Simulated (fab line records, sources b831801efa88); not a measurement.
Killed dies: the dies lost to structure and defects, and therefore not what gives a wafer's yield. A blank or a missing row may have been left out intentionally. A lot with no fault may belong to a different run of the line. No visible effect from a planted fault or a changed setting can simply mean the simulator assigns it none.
Code-filled problem report in 8D (eight disciplines) form / flow sky130 / the parts of the form that need people (team, actions taken, sign-off) are left out

## 1. PROBLEM STATEMENT
oes product au at SKY_CONTACT_ETCH_17 reads a mean of 0.944 a.u. on 1 wafer of 1 lot; wafers without a fault read 0.892 a.u. with a standard deviation of 0.0046. That puts it +11 standard deviations away from the usual mean.
The step: etches SiO2 in C4F8/O2/Ar, stops on Si3N4, target depth 340 nm.
First seen on wafer L155.6, day 37 15:43, on rie diel-04. The record holds 35 wafers of 12 lots with a number at this step. The rule behind "out" and "out of limits": a value lying over 4 standard deviations away from the usual mean. The rest of the wafers with a number are treated as sound.

## 2. WHAT IT IS, AND WHAT IT ISN'T
question=which readings at this step; is=oes product au; is not=-
question=which lots; is=L155; is not=L137, L138, L141, L142, L143, L144, L145, L147, L149, L150, L153
question=which wafers of those lots; is=L155.6; is not=L155.5
question=read on which tools; is=rie diel-04; is not=rie diel-02, rie diel-03
question=when; is=from day 37 15:43; is not=up to then (34 sound wafers)

## 3. SUSPECTS, AND WHAT RULES EACH OUT
Counting: if a tool at a process step up to the reading ran every lot that is out, it stays a suspect. Sound lots after the first of them don't rule it out here, since some wafers of a struck lot are sound.
- plasma asher-04 at SKY_RES_XHIGH_STRIP_08 (strips in O2/N2): kept. L155, the lot that is out, went through it at day 33 01:47; up to then, the latest sound lot through it was L153 at day 32 00:59.
- rie diel-01 at SKY_LI_CONTACT_ETCH_15 (etches PSG in C4F8/O2/Ar, stops on Si, target depth 600 nm): kept. L155, the lot that is out, went through it at day 35 08:24; up to then, the latest sound lot through it was L150 at day 34 00:03.
- cmp-01 at SKY_CONTACT_CMP_04 (polishes SiO2): kept. L155, the lot that is out, went through it at day 36 13:40; up to then, the latest sound lot through it was L153 at day 35 11:55.
- rie diel-04 at SKY_CONTACT_ETCH_17 (etches SiO2 in C4F8/O2/Ar, stops on Si3N4, target depth 340 nm): kept. L155, the lot that is out, went through it at day 37 15:43; up to then, the latest sound lot through it was L144 at day 33 21:26. Out on those wafers are its own readings of oes product au.
- Within plasma asher-04 at SKY_RES_XHIGH_STRIP_08, the wafers that are out were processed in chamber 1 and their sound lot-mates in chamber 0.
- Within rie diel-01 at SKY_LI_CONTACT_ETCH_15, the wafers that are out were processed in chamber 1 and their sound lot-mates in chamber 2.
- Within cmp-01 at SKY_CONTACT_CMP_04, the wafers that are out were processed in chamber 3 and their sound lot-mates in chamber 0.
- Within rie diel-04 at SKY_CONTACT_ETCH_17, the wafers that are out were processed in chamber 0 and their sound lot-mates in chamber 3.
Left after counting: plasma asher-04 at SKY_RES_XHIGH_STRIP_08, rie diel-01 at SKY_LI_CONTACT_ETCH_15, cmp-01 at SKY_CONTACT_CMP_04, rie diel-04 at SKY_CONTACT_ETCH_17.

## 4. THE CAUSE (what the simulator had put in)
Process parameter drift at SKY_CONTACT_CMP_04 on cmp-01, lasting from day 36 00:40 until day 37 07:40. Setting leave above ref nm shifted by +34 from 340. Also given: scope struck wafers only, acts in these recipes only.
After counting, 4 suspects remain, this tool included.

## 5. SEQUENCE OF EFFECTS, ordered by route
Each row: a reading where the mean over the struck wafers with a number is more than 3 standard deviations away from the usual. Readings are gone through only where the record gives a usual standard deviation; hours: the median, over the lots, of the time from a lot's start at the first step in this table giving one to that lot's start at this step; sigmas: the change measured in usual standard deviations.
hours=0; step=SKY_CONTACT_CMP_04; reading=time to endpoint s; usual=82 s; on struck wafers=67; change=-15; sigmas=-3.8
hours=26; step=SKY_CONTACT_ETCH_17; reading=oes product au; usual=0.892 a.u.; on struck wafers=0.944; change=+0.052; sigmas=+11
The process steps in it:
- SKY_CONTACT_CMP_04: polishes SiO2.
- SKY_CONTACT_ETCH_17: etches SiO2 in C4F8/O2/Ar, stops on Si3N4, target depth 340 nm.

## 6. HOW IT WOULD HAVE BEEN CAUGHT EARLIER
39 hours passed between the start of the fault at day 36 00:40 and the first reading out of limits in this record, taken at day 37 15:43.
Of the tool readings at SKY_CONTACT_CMP_04 for which the record gives a usual standard deviation, none was out on any struck wafer, so an alarm limit of 4 standard deviations on them would not have fired.
The start of SKY_CONTACT_CMP_04 on cmp-01 came by day 37 15:43 for every one of the lots that are out (1). A hold on the tool at that time would have spared none of them.
